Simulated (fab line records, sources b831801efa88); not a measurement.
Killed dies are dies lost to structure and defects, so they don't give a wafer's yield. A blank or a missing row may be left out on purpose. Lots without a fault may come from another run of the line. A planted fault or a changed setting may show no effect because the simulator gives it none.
One fault seen from 2 desks | flow sky130 | each desk has only its own numbers; what lay behind them comes last

THE TOOL OWNER'S DESK: litho_track-04
The tool's own readings at SKY_VT_ADJUST_HVTP_SOFTBAKE_03 (time 60 s): means of the sampled wafers that have a number, for each lot that ran on this tool. A lot is out of limits, marked OUT, if its mean lies more than 4 standard deviations from the usual mean; the brackets give that distance.
Columns: A = heater_power_total_W at SKY_VT_ADJUST_HVTP_SOFTBAKE_03, usual 56.60 W; B = run_length_s at SKY_VT_ADJUST_HVTP_SOFTBAKE_03, usual 89.16 s
lot  | first seen here | A               | B
L180 | day 5 13:11     | 56.61           | 89.33
L185 | day 7 00:10     | 56.60           | 89.11
L188 | day 7 18:07     | 56.62           | 89.23
L189 | day 8 02:25     | 56.54           | 89.24
L193 | day 9 07:52     | 58.88 (+50) OUT | 82.28 (-53) OUT
L195 | day 9 14:22     | 58.83 (+48) OUT | 82.26 (-53) OUT
This desk's finding: out of limits on L193, L195; first on L193, day 9 07:52 (heater_power_total_W at SKY_VT_ADJUST_HVTP_SOFTBAKE_03). In limits: L180, L185, L188, L189.

THE METROLOGY DESK
What the gauges read, lot by lot, whatever tool the lot ran on: means of the sampled wafers that have a number. A lot is out of limits, marked OUT, if its mean lies more than 4 standard deviations from the usual mean; the brackets give that distance.
Columns: A = NWELL_01_OVL at SKY_NWELL_OVL_MEAS_23, usual -0.2 nm
lot  | first seen here | A
L180 | day 5 03:50     | 0.8
L183 | day 6 02:08     | 0.0
L185 | day 6 14:01     | 0.0
L186 | day 6 22:35     | 0.3
L187 | day 7 07:40     | 0.6
L188 | day 7 07:46     | 0.7
L189 | day 7 14:47     | 0.4
L193 | day 8 19:58     | 0.4
L195 | day 9 03:28     | -1.9
L200 | day 10 10:32    | 1.0
L202 | day 10 21:10    | -0.5
L203 | day 11 01:46    | 0.2
This desk's finding: nothing out of limits on any of the 12 lots.

PUT TOGETHER
The tool owner's desk could have raised an alarm at day 9 07:52, on L193, L195.
The metrology desk saw nothing out of limits.
The metrology desk has L193, L195 on record, within its limits.
Of the lots named, all ran SKY_VT_ADJUST_HVTP_SOFTBAKE_03 on litho_track-04.

WHAT THE SIMULATOR HAD PUT IN
Process parameter drift: litho_track-04, from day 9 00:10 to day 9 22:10, at SKY_VT_ADJUST_HVTP_SOFTBAKE_03. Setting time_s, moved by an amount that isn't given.
Lots struck among those shown: L193, L195.
Hours from the fault's start to each desk's first reading out of limits: the tool owner's desk, 8.
